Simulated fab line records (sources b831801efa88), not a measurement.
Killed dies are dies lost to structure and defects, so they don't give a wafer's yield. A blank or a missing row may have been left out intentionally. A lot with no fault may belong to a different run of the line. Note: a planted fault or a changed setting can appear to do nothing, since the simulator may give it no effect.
A struck lot beside a sound one | flow sky130 | 17 steps out of a route of 708
Sound: the wafers L267.2, L267.3, L267.6. Struck: wafers L260.1, L260.4, L260.6. Last of all comes the cause.
For every step that has rows: the tool of each side, followed by ch and its chambers, followed by its first start. Under that, the readings that differ: sound wafers | struck wafers | difference of the means | sigmas: that difference in standard deviations of wafers without a fault.
alike: words and numbers the same on both sides, and readings whose means are apart by under 2 such deviations; not compared: readings that were withheld, readings missing a value for some wafer, numbers with overlapping values and no deviation given by the record, and bounds like >300 which may hide the same value.
A row with sigmas, a row that says differs or no value, or rows on one side alone: a step with any of these is where the two part. Numbers that have no deviation but don't overlap get no sigmas and don't part them. Lack of a reading on every wafer of one side parts them only where that side has two or more wafers.

SKY_CONTACT_BOW_MEAS_05:
  struck on film_metro-04, day 33 16:47; sound on film_metro-04, day 36 00:03
  alike: CONTACT_BOW
then, 8 steps without rows for these wafers: SKY_CONTACT_DEHYDRATE_06 (time 60 s); SKY_CONTACT_HMDS_07 (prime time 60 s); SKY_CONTACT_COAT_08 (resist thk 60 nm); SKY_CONTACT_COAT_09 (resist thk 450 nm); SKY_CONTACT_SOFTBAKE_10 (time 90 s); SKY_CONTACT_EXPOSE_11 (exposes mask CTM1, target cd 170 nm); SKY_CONTACT_PEB_12; SKY_CONTACT_DEVELOP_13 (develop time 60 s).
SKY_CONTACT_CD_MEAS_14: target cd 170 nm.
  struck on cd_sem-01, day 34 19:29; sound on cd_sem-01, day 37 01:40
  alike: cd_nm
SKY_CONTACT_OVL_MEAS_15:
  struck on overlay-01, day 34 19:36; sound on overlay-01, day 37 01:46
  alike: CONTACT_OVL
SKY_CONTACT_ETCH_16: etches BARC in N2/H2, stops on SiO2, time 45.9 s, target depth 60 nm.
  sound on rie_diel-01 ch 2,3, day 37 01:47; struck on rie_diel-02 ch 0,1,2, day 34 19:38
  alike: bias_w, chamber_pressure_mTorr, drypump_motor_current_A, n2_flow_sccm, oes_product_au, throttle_valve_pct
  not compared: rf_hours_counter_h
SKY_CONTACT_ETCH_17: etches SiO2 in C4F8/O2/Ar, stops on Si3N4, target depth 340 nm.
  sound on rie_diel-01 ch 2,3, day 37 01:50; struck on rie_diel-02 ch 0,1,2, day 34 19:41
  no value came back on the struck wafers for bias_w (W), chamber_pressure_mTorr (mTorr), oes_product_au (a.u.); on the sound wafers bias_w (W) reads 1199 1198 1197
  reading                                        | sound           | struck          | difference | sigmas
  model.KrF-thick_of_CONTACT_COAT_09.thk_nm (nm) | 326.8 326.6 327 | 393.9 393 393.7 | +66.7      |
SKY_CONTACT_ETCH_18: etches Si3N4 in CHF3/O2, stops on TiN, time 39 s, target depth 75 nm.
  sound on rie_diel-01 ch 2,3; struck on rie_diel-02 ch 0,1,2
  reading                                        | sound             | struck            | difference | sigmas
  oes_product_au (a.u.)                          | 0.857 0.851 0.865 | 0.374 0.379 0.377 | -0.481     | -59
  throttle_valve_pct (%)                         | 8.792 8.813 8.796 | 8.681 8.661 8.684 | -0.125     | -14
  model.KrF-thick_of_CONTACT_COAT_09.thk_nm (nm) | 241.5 241.4 242.2 | 309 307.8 309.9   | +67        |
  alike: O2_flow_sccm, bias_w, drypump_motor_current_A
  not compared: rf_hours_counter_h
SKY_CONTACT_STRIP_19: strips in O2/N2.
  sound on plasma_asher-04 ch 0,1, day 37 01:56; struck on plasma_asher-04 ch 0,1, day 34 19:46
  reading                      | sound             | struck            | difference | sigmas
  oes_product_au (a.u.)        | 0.381 0.378 0.387 | 0.407 0.402 0.415 | +0.026     | +6
  strip_time_to_endpoint_s (s) | 3.608 3.598 3.618 | 4.319 4.302 4.332 | +0.710     | +32
  alike: drypump_motor_current_A, n2_flow_sccm
  not compared: rf_hours_counter_h
then, 1 step without rows for these wafers: SKY_CONTACT_STRIP_20 (strips in post etch residue remover, time 1200 s).
-- the record jumps here: 13 days lie between the struck wafers' starts before and after (it left off in module CONTACT and takes up again in module PAD_OPEN, whose first step shown is number 708 of the route) --
SKY_PAD_OPEN_PROBE_99:
  struck on prober-01, day 48 03:19; sound on prober-02, day 49 15:46
  reading            | sound    | struck                                                               | difference                   | sigmas
  hold               | - - -    | await_dispo/3.6h/scrap await_dispo/3.6h/scrap await_dispo/3.6h/scrap | no value on the sound wafers |
  killed_at_M0_to_M3 | 44 52 46 | 233 229 209                                                          | +176                         | +24
  killed_at_M4_up    | 3 2 4    | 63 51 66                                                             | +57                          | +34
  killed_at_contacts | 31 19 22 | 114 111 132                                                          | +95                          | +19
  killed_at_other    | 1 0 1    | 66 77 60                                                             | +67                          | +99 or more
  killed_dies        | 92 91 87 | 492 492 492                                                          | +402                         | +42
  killed_on_rim      | 17 24 21 | 96 96 96                                                             | +75                          | +18
  alike: killed_at_front_end, killed_open, killed_short

== WHERE THEY PART ==
Last at SKY_PAD_OPEN_PROBE_99 as far as this record goes, first at SKY_CONTACT_ETCH_17.

WHY: the cause the simulator had injected
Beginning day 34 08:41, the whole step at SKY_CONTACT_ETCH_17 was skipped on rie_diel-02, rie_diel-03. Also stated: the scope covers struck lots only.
